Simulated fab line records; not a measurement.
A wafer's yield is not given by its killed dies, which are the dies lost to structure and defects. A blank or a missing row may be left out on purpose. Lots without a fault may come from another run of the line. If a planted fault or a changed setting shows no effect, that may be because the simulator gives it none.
Which tool was responsible?    flow sfq_line    42 wafers from 14 lots sampled at 4 of the route's 325 steps

WHAT THE GAUGES SHOWED, per wafer
SFQ_I7_OVL_MEAS_947. Usual: I7_OVL gives -2 nm (standard deviation 4.5).
lot   measured      on          I7_OVL (nm)  flag
L927  day 72 07:07  overlay-02  1 -1 -6      
L928  day 72 08:19  overlay-02  -2 -4 -2     
L930  day 72 16:35  overlay-02  -5 -6 -10    
L931  day 72 17:47  overlay-02  -3 2 -5      
L932  day 72 20:11  overlay-02  1 5 1        
L933  day 72 21:23  overlay-02  -3 -4 -9     
L935  day 79 21:25  overlay-01  5 -1 -3      
L936  day 79 22:38  overlay-01  -7 -9 -11    
L937  day 79 23:50  overlay-01  -5 -1 -4     
L939  day 80 02:13  overlay-01  -9 -8 -9     
L945  day 81 10:19  overlay-02  -5 -4 -4     
L947  day 82 08:15  overlay-01  10 2 2       
L949  day 82 23:15  overlay-01  2 1 -5       
L950  day 88 04:13  overlay-01  7 7 1        

EACH LOT AND THE TOOL THAT RAN IT (in order: tool; ch and the chambers of the sampled wafers; start)
lot   SFQ_TRILAYER_C5_STRIP_STRIP_155    SFQ_TRILAYER_M6_BARC_OPEN_METAL_ETCH_206  SFQ_TRILAYER_M7_BARC_OPEN_METAL_ETCH_229
L927  rie_metal-04 ch 0,1, day 61 12:38  rie_metal-03 ch 0, day 62 03:49           rie_metal-01 ch 0,1, day 67 14:47
L928  rie_metal-04 ch 0,1, day 61 15:12  rie_metal-03 ch 0,1, day 62 06:14         rie_metal-04 ch 0,1, day 67 16:00
L930  rie_metal-03 ch 0,1, day 61 18:36  rie_metal-03 ch 0,1, day 62 11:01         rie_metal-01 ch 0,1, day 67 18:23
L931  rie_metal-03 ch 0,1, day 61 21:12  rie_metal-04 ch 0,1, day 62 13:26         rie_metal-04 ch 0,1, day 67 19:36
L932  rie_metal-02 ch 0,1, day 61 22:12  rie_metal-01 ch 0,1, day 62 14:37         rie_metal-02 ch 0,1, day 67 21:59
L933  rie_metal-04 ch 0,1, day 62 00:18  rie_metal-04 ch 0,1, day 62 18:13         rie_metal-01 ch 0,1, day 67 23:11
L935  rie_metal-03 ch 0,1, day 68 11:28  rie_metal-04 ch 0, day 72 22:37           rie_metal-01 ch 0,1, day 78 13:14
L936  rie_metal-02 ch 0,1, day 68 18:37  rie_metal-04 ch 0,1, day 73 03:25         rie_metal-01 ch 0,1, day 78 22:10
L937  rie_metal-02 ch 0, day 69 00:37    rie_metal-03 ch 0,1, day 73 04:37         rie_metal-04 ch 0,1, day 79 00:34
L939  rie_metal-02 ch 0,1, day 69 09:01  rie_metal-01 ch 0,1, day 73 07:01         rie_metal-04 ch 0,1, day 79 04:10
L945  rie_metal-02 ch 0, day 76 06:10    rie_metal-03 ch 0,1, day 78 04:26         rie_metal-04 ch 0,1, day 81 02:32
L947  rie_metal-02 ch 0, day 76 19:45    rie_metal-03 ch 1, day 78 19:04           rie_metal-04 ch 0,1, day 81 23:02
L949  rie_metal-03 ch 0,1, day 77 06:15  rie_metal-03 ch 0,1, day 79 02:22         rie_metal-02 ch 0,1, day 82 15:38
L950  rie_metal-02 ch 0,1, day 84 06:18  rie_metal-04 ch 0,1, day 84 09:29         rie_metal-02 ch 0,1, day 87 17:53
- SFQ_TRILAYER_C5_STRIP_STRIP_155: strips in O2.
- SFQ_TRILAYER_M6_BARC_OPEN_METAL_ETCH_206: etches BARC in O2, target depth 125 nm, time 41.7 s.
- SFQ_TRILAYER_M7_BARC_OPEN_METAL_ETCH_229: etches BARC in O2, target depth 125 nm, time 41.7 s.

AS READ BY THE TOOLS THEMSELVES (means over the sampled wafers that have a number; for cases with no such wafer, the mark the record gives instead)
SFQ_TRILAYER_C5_STRIP_STRIP_155. Usual: drypump_motor_current_A 5.8 A, standard deviation 0.38; oes_product_au 1.000 a.u., standard deviation 0.0074; platen_temp_c 39.97 C, standard deviation 0.11.
lot   tool          drypump_motor_current_A (A)  oes_product_au (a.u.)  platen_temp_c (C)  flag
L927  rie_metal-04  5.6                          1.001                  39.99              
L928  rie_metal-04  5.7                          0.999                  40.02              
L930  rie_metal-03  5.7                          0.995                  40.04              
L931  rie_metal-03  5.8                          0.998                  40.06              
L932  rie_metal-02  6.2                          1.008                  39.97              
L933  rie_metal-04  5.7                          0.991                  40.01              
L935  rie_metal-03  5.7                          1.003                  40.03              
L936  rie_metal-02  6.2                          1.002                  39.92              
L937  rie_metal-02  5.6                          0.992                  39.89              
L939  rie_metal-02  5.9                          0.998                  39.95              
L945  rie_metal-02  5.6                          0.992                  39.93              
L947  rie_metal-02  5.6                          1.003                  39.93              
L949  rie_metal-03  5.9                          1.006                  39.94              
L950  rie_metal-02  6.2                          1.005                  39.95              

SFQ_TRILAYER_M6_BARC_OPEN_METAL_ETCH_206. Usual: drypump_motor_current_A 5.76 A, standard deviation 0.26; oes_product_au 0.685 a.u., standard deviation 0.0045; rf_fwd_power_W 592.3 W, standard deviation 2.9.
lot   tool          drypump_motor_current_A (A)  oes_product_au (a.u.)  rf_fwd_power_W (W)  flag
L927  rie_metal-03  5.57                         0.680                  593.3               
L928  rie_metal-03  5.77                         0.686                  592.7               
L930  rie_metal-03  5.76                         0.679                  593.8               
L931  rie_metal-04  5.68                         0.688                  588.6               
L932  rie_metal-01  5.75                         0.680                  592.7               
L933  rie_metal-04  5.54                         0.682                  591.7               
L935  rie_metal-04  5.87                         0.686                  588.6               
L936  rie_metal-04  5.69                         0.685                  590.9               
L937  rie_metal-03  5.74                         0.683                  595.9               
L939  rie_metal-01  5.77                         0.683                  592.2               
L945  rie_metal-03  5.75                         0.683                  594.5               
L947  rie_metal-03  6.10                         0.689                  593.2               
L949  rie_metal-03  5.74                         0.687                  592.7               
L950  rie_metal-04  5.53                         0.691                  591.5               

SFQ_TRILAYER_M7_BARC_OPEN_METAL_ETCH_229. Usual: drypump_motor_current_A 5.8 A, standard deviation 0.32; oes_product_au 0.685 a.u., standard deviation 0.0045; rf_fwd_power_W 592 W, standard deviation 3.1.
lot   tool          drypump_motor_current_A (A)  oes_product_au (a.u.)  rf_fwd_power_W (W)  flag
L927  rie_metal-01  5.9                          0.684                  595                 
L928  rie_metal-04  5.5                          0.684                  592                 
L930  rie_metal-01  5.9                          0.684                  593                 
L931  rie_metal-04  5.7                          0.686                  589                 
L932  rie_metal-02  5.9                          0.685                  594                 
L933  rie_metal-01  5.8                          0.689                  591                 
L935  rie_metal-01  5.9                          0.683                  594                 
L936  rie_metal-01  5.9                          0.690                  594                 
L937  rie_metal-04  5.7                          0.688                  589                 
L939  rie_metal-04  5.5                          0.687                  591                 
L945  rie_metal-04  5.5                          0.681                  526                 OFF
L947  rie_metal-04  5.5                          0.682                  527                 OFF
L949  rie_metal-02  5.9                          0.683                  594                 
L950  rie_metal-02  5.9                          0.684                  595                 

THE ANSWER, worked out from the rows above alone
Rule: take the mean of a lot's wafers that have a number; if it is more than 3 standard deviations from the usual mean, the lot is off. Also off: a lot with no number at a reading for which 4 or more lots have one. Where the step has rows for the other lots, those lots are counted as sound. The gauges are gone through in route order, then the tools' own readings, and for those a lot's mean is taken as printed above. The first step at which some lot is off is used, and at that step the reading that is off furthest; a lot without a number counts as furthest.
Off at SFQ_TRILAYER_M7_BARC_OPEN_METAL_ETCH_229 (rf_fwd_power_W): L945, L947.
A tool fits if, at that step or a process step before it, it ran every lot that is off, and no sound lot after the first of them. One fits: rie_metal-04 at SFQ_TRILAYER_M7_BARC_OPEN_METAL_ETCH_229. Its last sound lot is L939 (day 79 04:10), its first lot that is off L945 (day 81 02:32): a fault that began between those two fits.
The tool's own readings at SFQ_TRILAYER_M7_BARC_OPEN_METAL_ETCH_229 bear it out: on the lots that are off they differ by more than 5 times the standard deviation of the sound lots' means. rf_fwd_power_W reads 526 W there against 593 W on the sound lots.

WHAT HAD BEEN PUT IN BY THE SIMULATOR
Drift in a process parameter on rie_metal-04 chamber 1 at SFQ_TRILAYER_M7_BARC_OPEN_METAL_ETCH_229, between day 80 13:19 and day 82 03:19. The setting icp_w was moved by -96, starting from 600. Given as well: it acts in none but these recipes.
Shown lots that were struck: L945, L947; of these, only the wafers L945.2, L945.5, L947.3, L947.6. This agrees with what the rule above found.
